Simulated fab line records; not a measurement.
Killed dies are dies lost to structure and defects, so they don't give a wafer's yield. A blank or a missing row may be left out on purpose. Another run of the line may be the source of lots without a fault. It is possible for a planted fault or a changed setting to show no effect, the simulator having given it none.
Which of the tools did it? | flow gf180mcu | 6 lots, 18 wafers sampled, at 2 steps of a route of 602

## WHAT EACH GAUGE READ, for each wafer
GF_V5_THK_MEAS_25: measures by xrf.
lot  | measured     | on           | V5_W_THK (nm)
L401 | day 27 19:40 | filmMetro-03 | 343 347 346
L403 | day 28 09:30 | filmMetro-02 | 340 341 340
L406 | day 29 09:54 | filmMetro-03 | 350 344 349
L409 | day 30 07:55 | filmMetro-01 | 342 340 344
L411 | day 30 22:43 | filmMetro-03 | 342 348 347
L416 | day 32 02:36 | filmMetro-03 | 343 345 344

## TOOL THAT RAN EACH LOT (tool first, then ch and the chambers of the sampled wafers, then the start)
lot  | GF_V1_CVD_02
L401 | pecvd-01 ch 1,2, day 17 17:43
L403 | pecvd-02 ch 0,1,2, day 18 11:50
L406 | pecvd-01 ch 0,1, day 19 16:44
L409 | pecvd-02 ch 1,2, day 20 23:38
L411 | pecvd-02 ch 0,1, day 21 19:25
L416 | pecvd-02 ch 0,1, day 23 07:44
- GF_V1_CVD_02: deposits SiO2 from TEOS, target thk 850 nm, time 93.3 s.

## THE ANSWER, worked out from the rows above alone
Rule: what is usual is taken from the lots themselves. The widest of any qualifying gaps counts: lots, ordered by their means at a reading, are off when they make up no more than a third of the lots, leave a main group of 4 or more, and stand apart from it by 3 or more times the standard deviation of that group's means. The tables above print the reading to a certain number of digits; a main group whose means all agree to those digits is not used. Also off: a lot with no number at a reading for which 4 or more lots have one. Any other lot the step has rows for is counted as sound.
Nothing can be told from this: no lot is off at any reading shown.

## WHAT HAD BEEN PUT IN BY THE SIMULATOR
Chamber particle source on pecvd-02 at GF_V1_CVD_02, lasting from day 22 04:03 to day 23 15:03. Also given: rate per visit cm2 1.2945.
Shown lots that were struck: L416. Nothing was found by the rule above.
